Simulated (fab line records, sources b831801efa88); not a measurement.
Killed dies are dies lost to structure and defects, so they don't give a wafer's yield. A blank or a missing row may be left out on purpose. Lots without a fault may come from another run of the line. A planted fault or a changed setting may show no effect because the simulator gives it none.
Problem report in the 8D (eight disciplines) form, filled by code | flow sky130 | the parts of the form that need people (team, actions taken, sign-off) are left out

1. THE PROBLEM
killed_at_front_end at SKY_PAD_OPEN_PROBE_99 reads a mean of 51 on 6 wafers of 3 lots; wafers without a fault read 15 with a standard deviation of 4.1. That is +8.9 standard deviations from the usual mean.
First seen on wafer L251.2, day 47 14:20, on prober-01. The record holds 30 wafers of 10 lots with a number at this step. Rule for "out", or "out of limits": more than 4 standard deviations from the usual mean. The other wafers with a number count as sound.

2. WHAT IT IS AND WHAT IT IS NOT
question                    | is                                             | is not
which readings at this step | killed_at_front_end                            | killed_at_M4_up, killed_at_contacts, killed_at_other
which lots                  | L251, L252, L253                               | L245, L246, L259, L261, L266, L267, L268
which wafers of those lots  | L251.2, L251.6, L252.4, L252.5, L253.4, L253.5 | L251.3, L252.6, L253.3
read on which tools         | prober-01, prober-02                           | -
when                        | from day 47 14:20                              | up to then (6 sound wafers); but 18 sound wafers of L251, L252, L253, L259, L261, L266, L267, L268 came after

3. SUSPECTS, AND WHAT RULES EACH OUT
Counting: a tool at a process step up to the reading stays a suspect if it ran every lot that is out. Sound lots after the first of them don't rule it out here, since some wafers of a struck lot are sound.
- plasma_asher-04 at SKY_SD_P_STRIP_10 (strips in O2/N2): kept. It ran every lot that is out, first L251 (day 27 21:20); its last sound lot up to then is L246 (day 25 12:03).
- cmp-01 at SKY_VIA3_CMP_24 (polishes, stops on SiO2, t overpolish 20 s, target thk 0 nm): kept. It ran every lot that is out, first L251 (day 41 18:59); its last sound lot up to then is L245 (day 39 11:50).
- rie_metal-03 at SKY_METAL4_ETCH_16 (etches BARC in N2/H2, stops on SiO2, time 88.2 s, target depth 60 nm): kept. It ran every lot that is out, first L251 (day 43 18:18).
- Within plasma_asher-04 at SKY_SD_P_STRIP_10: the wafers that are out ran in chamber 1; their sound lot-mates ran in chamber 0.
Left after counting: plasma_asher-04 at SKY_SD_P_STRIP_10, cmp-01 at SKY_VIA3_CMP_24, rie_metal-03 at SKY_METAL4_ETCH_16.

4. THE CAUSE (what the simulator had put in)
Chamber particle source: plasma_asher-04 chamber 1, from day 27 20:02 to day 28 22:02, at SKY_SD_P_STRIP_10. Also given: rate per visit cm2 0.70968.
Counting left 3 suspects, and this tool is among them.

5. THE CHAIN OF EFFECTS, in route order
Each row: a reading whose mean over the struck wafers that have a number lies more than 3 standard deviations from the usual. Only readings for which the record gives a usual standard deviation are gone through. hours: the time from each lot's start at the first step in this table that gives one to its start at this step, as a median over the lots. sigmas: the change in usual standard deviations.
hours | step                  | reading             | usual | on struck wafers | change | sigmas
0     | SKY_PAD_OPEN_PROBE_99 | killed_at_front_end | 15    | 51               | +36    | +8.9
The process steps in it:
- SKY_PAD_OPEN_PROBE_99

6. WHAT WOULD HAVE CAUGHT IT SOONER
In this record the first reading out of limits was taken at day 47 14:20, 474 hours after the fault began at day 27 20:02.
Of the tool readings at SKY_SD_P_STRIP_10 for which the record gives a usual standard deviation, none was out on any struck wafer, so an alarm limit of 4 standard deviations on them would not have fired.
All the lots that are out (3) had begun SKY_SD_P_STRIP_10 on plasma_asher-04 by day 47 14:20. A hold on the tool at that time would have spared none of them.
